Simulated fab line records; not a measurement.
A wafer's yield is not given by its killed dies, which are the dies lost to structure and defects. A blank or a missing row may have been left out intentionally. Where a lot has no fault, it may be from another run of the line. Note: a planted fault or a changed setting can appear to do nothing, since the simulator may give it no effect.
The tool behind it: which one? ; flow gf180mcu ; 12 lots, 35 wafers sampled, at 5 steps of a route of 602

== WHAT THE GAUGES READ, wafer by wafer ==
GF_V4_RS_MEAS_24: measurement is done with a four-point probe. Usual: for V4_W_RS the level is 0.329 ohm/sq and the standard deviation is 0.0054.
lot;measured;on;V4_W_RS (ohm/sq);flag
L101;day 24 06:43;film metro-01;0.328 0.333 0.335;
L102;day 24 11:07;film metro-03;0.335 0.328 0.332;
L105;day 25 19:52;film metro-04;0.324 0.330 0.324;
L107;day 26 13:26;film metro-04;0.325 0.324 0.328;
L108;day 26 21:14;film metro-04;0.335 0.322 0.337;
L116;day 29 10:50;film metro-03;0.341 0.342;
L119;day 30 03:02;film metro-01;0.326 0.335 0.336;
L120;day 30 08:23;film metro-01;0.332 0.326 0.329;
L121;day 30 15:51;film metro-03;0.334 0.335 0.332;
L122;day 30 23:03;film metro-01;0.326 0.326 0.326;
L123;day 31 05:55;film metro-03;0.325 0.330 0.328;
L124;day 31 09:23;film metro-01;0.327 0.338 0.329;

GF_TOP_METAL_CD_MEAS_14: target cd 440 nm. Usual: cd nm 439.7 nm, standard deviation 2.
lot;measured;on;cd nm (nm);flag
L101;day 27 23:32;cd sem-02;439.9 437.7 437.6;
L102;day 28 03:05;cd sem-02;438.6 439.2 437.2;
L105;day 29 08:35;cd sem-01;437.9 437.8 438.7;
L107;day 29 23:41;cd sem-02;440.7 436.6 439.5;
L108;day 30 05:51;cd sem-02;436.8 436.0 436.1;
L116;day 32 14:18;cd sem-01;458.2 442.4;OFF
L119;day 33 04:27;cd sem-01;441.7 440.3 440.8;
L120;day 33 08:55;cd sem-01;436.3 438.6 438.9;
L121;day 33 15:47;cd sem-01;437.6 437.5 437.7;
L122;day 33 21:37;cd sem-02;439.8 441.7 440.2;
L123;day 34 03:17;cd sem-01;440.7 439.0 438.7;
L124;day 34 07:06;cd sem-01;438.8 439.2 442.6;

== TOOL THAT RAN EACH LOT (tool first, then ch and the chambers of the sampled wafers, then the start) ==
lot;GF_MIM_SPUTTER_00;GF_M5_ETCH_09;GF_TOP_METAL_DEVELOP_13
L101;pvd sputter-03, day 24 07:11;rie diel-04 ch 0,2,3, day 26 03:04;litho track-03 ch 0, day 27 23:23
L102;pvd sputter-03, day 24 11:35;rie diel-03 ch 0,1,3, day 26 07:43;litho track-02 ch 0, day 28 02:56
L105;pvd sputter-03, day 25 20:19;rie diel-02 ch 0,2,3, day 27 14:18;litho track-03 ch 0, day 29 08:26
L107;pvd sputter-04, day 26 13:53;rie diel-03 ch 1,2,3, day 28 07:07;litho track-02 ch 0, day 29 23:32
L108;pvd sputter-02, day 26 21:39;rie diel-02 ch 1,2, day 28 14:04;litho track-02 ch 0, day 30 05:43
L116;pvd sputter-02, day 29 11:19;rie diel-04 ch 2,3, day 31 00:31;litho track-02 ch 0, day 32 14:05
L119;pvd sputter-04, day 30 03:29;rie diel-04 ch 0,2, day 31 15:39;litho track-03 ch 0, day 33 04:19
L120;pvd sputter-02, day 30 08:52;rie diel-02 ch 1,2,3, day 31 21:19;litho track-04 ch 0, day 33 08:46
L121;pvd sputter-02, day 30 16:20;rie diel-02 ch 0,3, day 32 04:28;litho track-03 ch 0, day 33 15:37
L122;pvd sputter-03, day 30 23:32;rie diel-04 ch 1,2,3, day 32 10:44;litho track-03 ch 0, day 33 21:28
L123;pvd sputter-03, day 31 06:23;rie diel-04 ch 0,2, day 32 17:03;litho track-04 ch 0, day 34 03:08
L124;pvd sputter-02, day 31 10:24;rie diel-02 ch 1,3, day 32 21:04;litho track-03 ch 0, day 34 06:58
- GF_MIM_SPUTTER_00: material Ti, target thk 37.5 nm, time 150 s.
- GF_M5_ETCH_09: etches Si3N4 in CF4/O2, target depth 52 nm, time 11.6 s.
- GF_TOP_METAL_DEVELOP_13: develop time 60 s.

== WHAT THE TOOLS THEMSELVES READ (means of the sampled wafers that have a number; where no wafer has one, the mark that the record gives instead) ==
GF_MIM_SPUTTER_00. Usual: throttle valve pct 29.6 %, standard deviation 0.68.
lot;tool;throttle valve pct (%);flag
L101;pvd sputter-03;29.1;
L102;pvd sputter-03;29.4;
L105;pvd sputter-03;29.4;
L107;pvd sputter-04;30.0;
L108;pvd sputter-02;30.4;
L116;pvd sputter-02;28.8;
L119;pvd sputter-04;29.9;
L120;pvd sputter-02;30.3;
L121;pvd sputter-02;29.9;
L122;pvd sputter-03;29.2;
L123;pvd sputter-03;29.2;
L124;pvd sputter-02;29.3;

GF_M5_ETCH_09. Usual: drypump motor current A 5.6 A, standard deviation 0.52; oes product au 0.996 a.u., standard deviation 0.015; throttle valve pct 5.969 %, standard deviation 0.01.
lot;tool;drypump motor current A (A);oes product au (a.u.);throttle valve pct (%);flag
L101;rie diel-04;5.7;1.002;5.981;
L102;rie diel-03;5.8;0.995;5.961;
L105;rie diel-02;5.5;0.987;5.973;
L107;rie diel-03;5.5;0.980;5.965;
L108;rie diel-02;5.9;1.007;5.967;
L116;rie diel-04;5.5;0.999;5.965;
L119;rie diel-04;6.0;1.007;5.982;
L120;rie diel-02;5.7;1.011;5.981;
L121;rie diel-02;5.4;0.984;5.971;
L122;rie diel-04;5.2;0.991;5.964;
L123;rie diel-04;5.9;1.010;5.974;
L124;rie diel-02;6.0;1.007;5.970;

GF_TOP_METAL_DEVELOP_13. Usual: developer temp C 23.03 C, standard deviation 0.091.
lot;tool;developer temp C (C);flag
L101;litho track-03;23.01;
L102;litho track-02;23.08;
L105;litho track-03;23.11;
L107;litho track-02;23.01;
L108;litho track-02;22.99;
L116;litho track-02;23.20;
L119;litho track-03;23.08;
L120;litho track-04;23.05;
L121;litho track-03;23.03;
L122;litho track-03;23.06;
L123;litho track-04;22.96;
L124;litho track-03;23.11;

== THE ANSWER, worked out from the rows above alone ==
Rule: lot off if the mean of its wafers having a number is beyond 3 standard deviations from the usual mean. A lot without any number at a reading at which 4 lots or more have one is off too. All remaining lots with rows at the step are treated as sound. After the gauges, taken in route order, come the tools' own readings; for these a lot's mean is taken, as printed above. The first step at which some lot is off is used, and at that step the reading that is off furthest; a lot without a number counts as furthest.
Off: L116, at GF_TOP_METAL_CD_MEAS_14 (cd nm).
If a tool, at a process step before that reading, ran all the lots that are off and no sound lot after the first of them, it fits. Those tools and the gauges at GF_TOP_METAL_CD_MEAS_14 are tried in the same way. One fits: litho track-02 at GF_TOP_METAL_DEVELOP_13. Its last sound lot is L108 (day 30 05:43), its first lot that is off L116 (day 32 14:05): a fault that began between those two fits.

== WHAT THE SIMULATOR HAD INSERTED ==
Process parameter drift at GF_TOP_METAL_DEVELOP_13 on litho track-02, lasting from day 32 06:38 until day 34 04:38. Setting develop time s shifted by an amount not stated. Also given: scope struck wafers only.
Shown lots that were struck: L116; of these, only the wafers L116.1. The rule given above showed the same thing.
